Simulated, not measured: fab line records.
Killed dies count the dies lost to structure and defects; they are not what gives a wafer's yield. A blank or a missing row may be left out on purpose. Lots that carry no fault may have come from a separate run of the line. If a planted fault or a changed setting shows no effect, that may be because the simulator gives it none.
Chamber matching + flow gf180mcu + rieDiel-01 running GF_PASSIVATION_ETCH_11: 4 sister chambers
The step etches the open film in CF4/O2, stops on TiN, target depth 1800 nm, time 400 s. 8 wafers are shown with their chamber, then 7 later ones without.

EACH WAFER AND ITS CHAMBER
| wafer  | chamber | drypumpMotorCurrentA (A) | rfFwdPowerW (W) |
|--------|---------|--------------------------|-----------------|
| L410.6 | 2       | 4.9                      | 800.3           |
| L411.1 | 1       | 6.2                      | 798.1           |
| L411.3 | 0       | 4.9                      | 796.8           |
| L411.6 | 1       | 6.1                      | 799.6           |
| L412.4 | 0       | 5.0                      | 797.6           |
| L412.6 | 3       | 6.2                      | 798.3           |
| L415.3 | 3       | 6.2                      | 797.8           |
| L415.4 | 2       | 4.9                      | 801.3           |

WAFERS WITH NO CHAMBER GIVEN
| wafer  | drypumpMotorCurrentA (A) | rfFwdPowerW (W) |
|--------|--------------------------|-----------------|
| L415.5 | 6.2                      | 798.5           |
| L416.2 | 6.2                      | 797.6           |
| L416.4 | 4.9                      | 798.0           |
| L416.6 | 6.2                      | 798.4           |
| L423.1 | 5.0                      | 799.7           |
| L423.5 | 6.2                      | 804.7           |
| L423.6 | 4.9                      | 798.5           |

EACH ONE'S CHAMBER
| wafer  | from the rows above     | in truth                   |
|--------|-------------------------|----------------------------|
| L415.5 | can't be placed: 3 or 1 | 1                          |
| L416.2 | can't be placed: 3 or 1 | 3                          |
| L416.4 | 0                       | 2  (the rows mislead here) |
| L416.6 | can't be placed: 3 or 1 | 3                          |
| L423.1 | can't be placed: 2 or 0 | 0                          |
| L423.5 | can't be placed: 1 or 3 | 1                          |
| L423.6 | can't be placed: 0 or 2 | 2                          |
Correctly placed: 0 of 7. These rows do not allow placing 6 (true chamber among the candidates in 6). Number placed wrongly: 1.
How it was worked out, from the rows above alone: a wafer's distance from a chamber is the root of the sum, over the readings, of the square of ((its reading less the chamber's mean) divided by the reading's scatter). The wafer belongs to the nearest chamber; if the next one is less than 2 further off, it can't be placed. Each chamber's mean is taken over the wafers shown for it. The scatter is the square root of a quotient: the sum, over the shown wafers, of each reading's squared deviation from its chamber's mean, divided by wafers minus chambers.
